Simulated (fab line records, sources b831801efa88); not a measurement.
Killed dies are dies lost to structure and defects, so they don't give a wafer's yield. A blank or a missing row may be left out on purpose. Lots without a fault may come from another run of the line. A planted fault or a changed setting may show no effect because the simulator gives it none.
Which tool did it? | flow gf180mcu | 14 lots, 41 wafers sampled, at 5 steps of a route of 602

WHAT THE GAUGES READ, wafer by wafer
GF_SAB_CD_MEAS_09: target cd 420 nm.
lot  | measured     | on        | cd_nm (nm)
L264 | day 14 21:29 | cd_sem-01 | 422.2 421.8 423.2
L265 | day 15 12:47 | cd_sem-02 | 421.4 420.9 417.9
L266 | day 15 15:35 | cd_sem-02 | 423.7 422.3 425.0
L267 | day 16 10:18 | cd_sem-01 | 419.7 422.7 422.4
L269 | day 17 07:03 | cd_sem-01 | 419.6 421.5 420.6
L268 | day 17 09:24 | cd_sem-01 | 420.0 418.8 419.2
L271 | day 18 01:08 | cd_sem-02 | 425.3 423.8 423.4
L270 | day 18 13:31 | cd_sem-01 | 416.1 417.7 418.3
L272 | day 18 19:43 | cd_sem-02 | 421.8 420.9 420.0
L273 | day 19 06:29 | cd_sem-02 | 418.8 418.5 421.2
L274 | day 19 07:10 | cd_sem-02 | 420.8 422.4 421.9
L277 | day 20 05:55 | cd_sem-02 | 418.4 421.3 417.6
L279 | day 20 20:26 | cd_sem-02 | 418.5 344.6
L283 | day 21 23:24 | cd_sem-01 | 418.1 342.0 417.7

GF_M3_RS_MEAS_05: measures by four-point-probe.
lot  | measured     | on            | M3_ALCU_RS (ohm/sq)
L264 | day 19 23:43 | film_metro-04 | 0.0684 0.0688 0.0687
L265 | day 20 18:40 | film_metro-01 | 0.0689 0.0688 0.0690
L266 | day 20 22:35 | film_metro-01 | 0.0694 0.0688 0.0698
L267 | day 21 16:38 | film_metro-01 | 0.0691 0.0686 0.0689
L269 | day 22 14:05 | film_metro-02 | 0.0685 0.0696 0.0686
L268 | day 22 15:38 | film_metro-01 | 0.0699 0.0683 0.0679
L271 | day 23 07:22 | film_metro-02 | 0.0695 0.0693 0.0695
L270 | day 23 23:22 | film_metro-04 | 0.0695 0.0708 0.0699
L272 | day 24 03:44 | film_metro-02 | 0.0706 0.0707 0.0707
L273 | day 24 12:31 | film_metro-02 | 0.0686 0.0682 0.0683
L274 | day 24 13:46 | film_metro-01 | 0.0689 0.0690 0.0687
L277 | day 25 09:40 | film_metro-02 | 0.0685 0.0697 0.0704
L279 | day 25 23:21 | film_metro-04 | 0.0703
L283 | day 26 23:26 | film_metro-02 | 0.0695 0.0698 0.0706

GF_M3_CD_MEAS_14: target cd 280 nm.
lot  | measured     | on        | cd_nm (nm)
L264 | day 20 23:56 | cd_sem-02 | 278.1 277.9 278.7
L265 | day 21 18:27 | cd_sem-02 | 279.3 278.4 278.3
L266 | day 21 22:55 | cd_sem-02 | 278.7 278.4 278.3
L267 | day 22 16:06 | cd_sem-02 | 276.9 278.6 275.5
L269 | day 23 12:33 | cd_sem-02 | 279.8 279.2 279.1
L268 | day 23 14:48 | cd_sem-02 | 277.8 278.6 278.2
L271 | day 24 05:34 | cd_sem-02 | 280.1 279.1 279.7
L270 | day 24 21:43 | cd_sem-01 | 279.6 280.1 279.4
L272 | day 25 01:46 | cd_sem-01 | 279.2 278.6 279.6
L273 | day 25 09:45 | cd_sem-02 | 277.9 279.4 278.7
L274 | day 25 11:13 | cd_sem-02 | 280.3 281.4 280.3
L277 | day 26 06:28 | cd_sem-02 | 279.6 279.7 280.5
L279 | day 26 20:45 | cd_sem-01 | 280.0
L283 | day 27 19:33 | cd_sem-02 | 278.9 280.3 279.8

WHICH TOOL RAN EACH LOT (tool, then ch and the chambers of the sampled wafers, then the start)
lot  | GF_HV_LDD_RTA_52                 | GF_SAB_EXPOSE_06
L264 | rtp_anneal-01 ch 0, day 12 05:38 | iline_stepper-01 ch 0, day 14 11:14
L265 | rtp_anneal-01 ch 0, day 12 17:50 | iline_stepper-01 ch 0, day 15 02:38
L266 | rtp_anneal-01 ch 0, day 12 21:13 | iline_stepper-01 ch 0, day 15 05:26
L267 | rtp_anneal-02 ch 0, day 13 13:28 | iline_stepper-02 ch 0, day 15 23:35
L269 | rtp_anneal-02 ch 0, day 14 09:28 | iline_stepper-02 ch 0, day 16 19:30
L268 | rtp_anneal-02 ch 0, day 14 12:01 | iline_stepper-02 ch 0, day 16 22:46
L271 | rtp_anneal-02 ch 0, day 15 01:50 | iline_stepper-01 ch 0, day 17 13:19
L270 | rtp_anneal-02 ch 0, day 15 11:43 | iline_stepper-01 ch 0, day 18 03:26
L272 | rtp_anneal-02 ch 0, day 15 21:52 | iline_stepper-01 ch 0, day 18 08:49
L273 | rtp_anneal-02 ch 0, day 16 04:55 | iline_stepper-02 ch 0, day 18 18:11
L274 | rtp_anneal-01 ch 0, day 16 05:07 | iline_stepper-02 ch 0, day 18 18:40
L277 | rtp_anneal-02 ch 0, day 17 03:20 | iline_stepper-02 ch 0, day 19 17:57
L279 | rtp_anneal-02 ch 0, day 17 17:38 | iline_stepper-02 ch 0, day 20 08:54
L283 | rtp_anneal-01 ch 0, day 18 19:42 | iline_stepper-02 ch 0, day 21 12:19
- GF_HV_LDD_RTA_52: time 10 s.
- GF_SAB_EXPOSE_06: exposes mask SAB, target cd 420 nm.

WHAT THE TOOLS THEMSELVES READ (means of the sampled wafers that have a number; where no wafer has one, the mark that the record gives instead)
GF_HV_LDD_RTA_52.
lot  | tool          | lamp_power_pct (%) | wafer_temp_C_max
L264 | rtp_anneal-01 | 31.4               | 1002.5
L265 | rtp_anneal-01 | 31.4               | 1002.9
L266 | rtp_anneal-01 | 31.4               | 1002.7
L267 | rtp_anneal-02 | 36.2               | 1003.9
L269 | rtp_anneal-02 | 36.3               | 1004.5
L268 | rtp_anneal-02 | 36.2               | 1004.3
L271 | rtp_anneal-02 | 36.2               | 1004.8
L270 | rtp_anneal-02 | 36.2               | 1004.9
L272 | rtp_anneal-02 | 36.2               | 1004.0
L273 | rtp_anneal-02 | 36.2               | 1004.5
L274 | rtp_anneal-01 | 31.4               | 1002.6
L277 | rtp_anneal-02 | 36.2               | 1005.6
L279 | rtp_anneal-02 | 36.2               | 1004.0
L283 | rtp_anneal-01 | 31.4               | 1002.4

THE ANSWER, worked out from the rows above alone
Rule: what is usual is taken from the lots themselves. Put in order of their means at a reading, lots are off if they are a third of the lots or fewer, leave a main group of 4 or more, and stand apart from it by a gap of 3 or more times the standard deviation of the main group's means; of several such gaps the widest counts. A main group whose means are all the same, to the digits that the tables above print for the reading, isn't used. A lot without any number at a reading at which 4 lots or more have one is off too. The other lots that the step has rows for count as sound. The gauges are gone through in route order, then the tools' own readings, and for those a lot's mean is taken as printed above. The first step at which some lot is off is used, and at that step the reading that is off furthest; a lot without a number counts as furthest.
Off: L279, L283, at GF_SAB_CD_MEAS_09 (cd_nm). The main group: mean 420.9 nm, standard deviation 1.9.
A tool fits if, at a process step before that reading, it ran every lot that is off, and no sound lot after the first of them. The gauges at GF_SAB_CD_MEAS_09 are tried like those tools. One fits: iline_stepper-02 at GF_SAB_EXPOSE_06. Its last sound lot is L277 (day 19 17:57), its first lot that is off L279 (day 20 08:54): a fault that began between those two fits.

WHAT THE SIMULATOR HAD PUT IN
Process parameter drift: iline_stepper-02, from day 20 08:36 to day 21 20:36, at GF_SAB_EXPOSE_06. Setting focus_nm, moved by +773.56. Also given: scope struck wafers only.
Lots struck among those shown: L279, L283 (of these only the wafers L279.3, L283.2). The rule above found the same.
